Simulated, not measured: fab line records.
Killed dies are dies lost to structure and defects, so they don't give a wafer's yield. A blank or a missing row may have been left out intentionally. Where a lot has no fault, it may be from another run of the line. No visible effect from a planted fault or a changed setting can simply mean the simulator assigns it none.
The tool behind it: which one? | flow sky130 | 42 wafers from 14 lots sampled at 5 of the route's 708 steps

WHAT THE GAUGES SHOWED, per wafer
SKY_LOCAL_INTERCONNECT_RS_MEAS_01: measures by four-point-probe.
lot  | measured     | on            | LOCAL_INTERCONNECT_TIN_RS (ohm/sq)
L473 | day 30 00:29 | film metro-02 | 14.45 14.26 14.30
L476 | day 30 23:52 | film metro-02 | 13.95 13.94 14.00
L477 | day 31 14:11 | film metro-02 | 14.20 14.33 14.25
L478 | day 32 03:33 | film metro-03 | 14.55 14.36 14.53
L479 | day 32 07:25 | film metro-01 | 14.35 14.38 14.28
L480 | day 32 14:56 | film metro-02 | 14.40 14.24 14.08
L482 | day 33 06:08 | film metro-02 | 14.20 14.27 14.45
L484 | day 33 19:11 | film metro-02 | 14.28 13.99 13.95
L488 | day 35 01:50 | film metro-01 | 14.03 14.19 14.40
L490 | day 35 20:11 | film metro-03 | 14.10 14.30 14.12
L491 | day 36 13:17 | film metro-02 | 14.21 14.22 14.32
L492 | day 36 21:53 | film metro-01 | 14.13 14.12 14.16
L493 | day 36 22:32 | film metro-01 | 14.16 14.10 14.39
L494 | day 37 09:16 | film metro-01 | 14.10 14.31 14.44

SKY_METAL2_RS_MEAS_05: measures by four-point-probe.
lot  | measured     | on            | METAL2_ALCU_RS (ohm/sq)
L473 | day 34 22:08 | film metro-01 | 0.1241 0.1241 0.1241
L476 | day 35 18:48 | film metro-01 | 0.1250 0.1256 0.1263
L477 | day 36 09:29 | film metro-03 | 0.1255 0.1271 0.1272
L478 | day 36 23:05 | film metro-03 | 0.1260 0.1264 0.1259
L479 | day 37 02:11 | film metro-03 | 0.1264 0.1279 0.1282
L480 | day 37 09:43 | film metro-03 | 0.1295 0.1280 0.1264
L482 | day 37 23:53 | film metro-03 | 0.0721 0.1250 0.1255
L484 | day 38 12:52 | film metro-01 | 0.0722 0.1237 0.1234
L488 | day 39 17:32 | film metro-02 | 0.1269 0.1268 0.1278
L490 | day 40 11:29 | film metro-03 | 0.1266 0.1264 0.1265
L491 | day 41 02:05 | film metro-02 | 0.1253 0.1258 0.1280
L492 | day 41 09:39 | film metro-03 | 0.1277 0.1289 0.1275
L493 | day 41 12:05 | film metro-02 | 0.1268 0.1265 0.1255
L494 | day 41 20:19 | film metro-01 | 0.1274 0.1286 0.1271

SKY_METAL2_THK_MEAS_06: measures by xrf.
lot  | measured     | on            | METAL2_ALCU_THK (nm)
L473 | day 34 22:15 | film metro-01 | 258 260 259
L476 | day 35 18:55 | film metro-01 | 255 254 253
L477 | day 36 09:35 | film metro-03 | 256 252 254
L478 | day 36 23:11 | film metro-03 | 256 251 253
L479 | day 37 02:18 | film metro-03 | 253 251 251
L480 | day 37 09:50 | film metro-03 | 249 250 252
L482 | day 38 00:00 | film metro-03 | 440 254 256
L484 | day 38 12:59 | film metro-01 | 438 263 260
L488 | day 39 17:39 | film metro-02 | 252 251 250
L490 | day 40 11:36 | film metro-03 | 252 256 252
L491 | day 41 02:12 | film metro-02 | 254 253 252
L492 | day 41 09:46 | film metro-03 | 252 250 250
L493 | day 41 12:12 | film metro-02 | 251 253 255
L494 | day 41 20:25 | film metro-01 | 250 250 252

TOOL THAT RAN EACH LOT (tool first, then ch and the chambers of the sampled wafers, then the start)
lot  | SKY_CONTACT_ETCH_16                | SKY_METAL2_SPUTTER_02
L473 | rie diel-02 ch 0,2,3, day 32 11:01 | pvd sputter-02, day 34 22:02
L476 | rie diel-02 ch 0,1, day 33 09:25   | pvd sputter-01, day 35 18:41
L477 | rie diel-02 ch 0,1,2, day 33 23:01 | pvd sputter-04, day 36 09:22
L478 | rie diel-02 ch 2,3, day 34 12:16   | pvd sputter-02, day 36 22:56
L479 | rie diel-03 ch 2,3, day 34 16:04   | pvd sputter-04, day 37 02:05
L480 | rie diel-02 ch 1,2, day 34 22:17   | pvd sputter-04, day 37 09:37
L482 | rie diel-01 ch 2,3, day 35 13:46   | pvd sputter-02, day 37 23:47
L484 | rie diel-03 ch 0,3, day 36 02:31   | pvd sputter-02, day 38 12:46
L488 | rie diel-02 ch 1,3, day 37 09:26   | pvd sputter-04, day 39 17:26
L490 | rie diel-01 ch 1,2,3, day 38 03:37 | pvd sputter-04, day 40 11:23
L491 | rie diel-01 ch 1,2, day 38 19:22   | pvd sputter-04, day 41 01:59
L492 | rie diel-02 ch 1,2, day 39 03:04   | pvd sputter-04, day 41 09:34
L493 | rie diel-01 ch 0,3, day 39 05:28   | pvd sputter-01, day 41 11:59
L494 | rie diel-02 ch 0,3, day 39 14:07   | pvd sputter-01, day 41 20:10
- SKY_CONTACT_ETCH_16: etches BARC in N2/H2, stops on SiO2, time 45.9 s, target depth 60 nm.
- SKY_METAL2_SPUTTER_02: material AlCu, target thk 250 nm, time 13.3 s.

AS READ BY THE TOOLS THEMSELVES (means over the sampled wafers that have a number; for cases with no such wafer, the mark the record gives instead)
SKY_CONTACT_ETCH_16.
lot  | tool        | drypump motor current A (A) | n2 flow sccm (sccm) | oes product au (a.u.) | throttle valve pct (%)
L473 | rie diel-02 | 6.1                         | 100.30              | 0.850                 | 13.222
L476 | rie diel-02 | 6.0                         | 100.12              | 0.855                 | 13.223
L477 | rie diel-02 | 5.8                         | 100.08              | 0.855                 | 13.217
L478 | rie diel-02 | 5.9                         | 100.02              | 0.850                 | 13.222
L479 | rie diel-03 | 5.8                         | 99.79               | 0.849                 | 13.232
L480 | rie diel-02 | 5.6                         | 99.95               | 0.857                 | 13.222
L482 | rie diel-01 | 5.7                         | 99.86               | 0.856                 | 13.230
L484 | rie diel-03 | 6.4                         | 99.95               | 0.854                 | 13.223
L488 | rie diel-02 | 5.8                         | 100.06              | 0.848                 | 13.221
L490 | rie diel-01 | 5.3                         | 100.28              | 0.854                 | 13.221
L491 | rie diel-01 | 5.4                         | 100.37              | 0.854                 | 13.221
L492 | rie diel-02 | 5.6                         | 100.30              | 0.857                 | 13.223
L493 | rie diel-01 | 5.5                         | 99.62               | 0.855                 | 13.233
L494 | rie diel-02 | 6.2                         | 100.07              | 0.853                 | 13.229

SKY_METAL2_SPUTTER_02.
lot  | tool           | throttle valve pct (%)
L473 | pvd sputter-02 | 28.9
L476 | pvd sputter-01 | 30.1
L477 | pvd sputter-04 | 29.3
L478 | pvd sputter-02 | 27.5
L479 | pvd sputter-04 | 30.2
L480 | pvd sputter-04 | 29.6
L482 | pvd sputter-02 | 28.2
L484 | pvd sputter-02 | 29.1
L488 | pvd sputter-04 | 28.8
L490 | pvd sputter-04 | 28.9
L491 | pvd sputter-04 | 29.6
L492 | pvd sputter-04 | 30.0
L493 | pvd sputter-01 | 30.0
L494 | pvd sputter-01 | 29.9

THE ANSWER, worked out from the rows above alone
Rule: the usual values come from the lots themselves. Put in order of their means at a reading, lots are off if they are a third of the lots or fewer, leave a main group of 4 or more, and stand apart from it by a gap of 3 or more times the standard deviation of the main group's means; of several such gaps the widest counts. A main group is skipped when, at the precision printed for the reading in the tables above, its means are all equal. Also off: a lot with no number at a reading for which 4 or more lots have one. The other lots that the step has rows for count as sound. After the gauges, taken in route order, come the tools' own readings; for these a lot's mean is taken, as printed above. The first step at which some lot is off is used, and at that step the reading that is off furthest; a lot without a number counts as furthest.
Off: L482, L484, at SKY_METAL2_RS_MEAS_05 (METAL2_ALCU_RS). The main group has a mean of 0.1267 ohm/sq with a standard deviation of 0.0011.
If a tool, at a process step before that reading, ran all the lots that are off and no sound lot after the first of them, it fits. Those tools and the gauges at SKY_METAL2_RS_MEAS_05 are tried in the same way. One candidate fits, namely pvd sputter-02 at SKY_METAL2_SPUTTER_02. A fault onset in the window from L478 (day 36 22:56, its last sound lot) to L482 (day 37 23:47, its first lot off) fits.

WHAT HAD BEEN PUT IN BY THE SIMULATOR
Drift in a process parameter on pvd sputter-02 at SKY_METAL2_SPUTTER_02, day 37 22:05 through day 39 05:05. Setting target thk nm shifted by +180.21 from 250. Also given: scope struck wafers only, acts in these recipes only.
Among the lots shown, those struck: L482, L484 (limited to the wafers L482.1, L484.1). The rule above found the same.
